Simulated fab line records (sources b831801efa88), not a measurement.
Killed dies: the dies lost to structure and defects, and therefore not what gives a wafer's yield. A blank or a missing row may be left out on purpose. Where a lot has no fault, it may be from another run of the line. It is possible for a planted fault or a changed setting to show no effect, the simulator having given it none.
Problem report, 8D (eight disciplines) form, completed by code | flow sfqLine | the parts of the form that need people (team, actions taken, sign-off) are left out

== 1. THE PROBLEM ==
Mean of runLengthS at SFQ_TRILAYER_L0_BARC_OPEN_METAL_ETCH_010: 72.5 s across 3 wafers in 3 lots; on wafers with no fault it is 70.0 s (standard deviation 0.42). That puts it +6.0 standard deviations away from the usual mean.
The step: etches BARC in O2, target depth 125 nm, time 41.7 s.
First seen on wafer L563.6, day 5 15:46, on rieMetal-02. The record holds 43 wafers of 15 lots with a number at this step. Rule for "out" (also "out of limits"): further than 4 standard deviations from the usual mean. The other wafers with a number count as sound.

== 2. WHAT IT IS, WHAT IT ISN'T ==
question                    | is                     | is not
which readings at this step | runLengthS             | drypumpMotorCurrentA
which lots                  | L563, L565, L567       | L556, L557, L558, L566, L568, L569, L570, L574, L575, L576, L578, L579
which wafers of those lots  | L563.6, L565.2, L567.2 | L563.3, L565.3, L567.3, L567.4
read on which tools         | rieMetal-02            | rieMetal-03, rieMetal-04
when                        | from day 5 15:46       | up to then (10 sound wafers); but 30 sound wafers of L565, L566, L567, L568, L569, L570, L574, L575, L576, L578, L579 came after

== 3. THE SUSPECTS, EACH WITH WHAT RULES IT OUT ==
Counting: any tool at a process step up to the reading remains a suspect provided it ran every lot that is out. Sound lots after the first of them don't rule it out here, since some wafers of a struck lot are sound.
- rieMetal-02 at SFQ_TRILAYER_L0_BARC_OPEN_METAL_ETCH_010 (etches BARC in O2, target depth 125 nm, time 41.7 s): kept. Ran every lot that is out, first one L563 (day 5 15:46); last sound lot up to then L558 (day 4 16:06). Out on those wafers are its own readings of runLengthS.
The count leaves rieMetal-02 at SFQ_TRILAYER_L0_BARC_OPEN_METAL_ETCH_010.

== 4. THE CAUSE (what the simulator had put in) ==
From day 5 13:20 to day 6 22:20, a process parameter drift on rieMetal-02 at SFQ_TRILAYER_L0_BARC_OPEN_METAL_ETCH_010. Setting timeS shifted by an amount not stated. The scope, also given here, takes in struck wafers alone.
The count eliminated every tool but this one.

== 5. THE EFFECT CHAIN, in route order ==
Rows list readings where the struck wafers' mean (over those with a number) sits beyond 3 standard deviations from the usual. Only readings for which the record gives a usual standard deviation are gone through. hours: the time from each lot's start at the first step in this table that gives one to its start at this step, as a median over the lots. sigmas: the change in usual standard deviations.
hours | step                                     | reading      | usual      | on struck wafers | change | sigmas
0     | SFQ_TRILAYER_L0_BARC_OPEN_METAL_ETCH_010 | oesProductAu | 0.685 a.u. | 0.667            | -0.018 | -4.5
0     | SFQ_TRILAYER_L0_BARC_OPEN_METAL_ETCH_010 | runLengthS   | 70.0 s     | 72.5             | +2.5   | +6.0
It contains these process steps:
- SFQ_TRILAYER_L0_BARC_OPEN_METAL_ETCH_010: etches BARC in O2, target depth 125 nm, time 41.7 s.

== 6. HOW IT WOULD HAVE BEEN CAUGHT EARLIER ==
In this record no reading fell out of limits until day 5 15:46, 2 hours after the fault had begun at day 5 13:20.
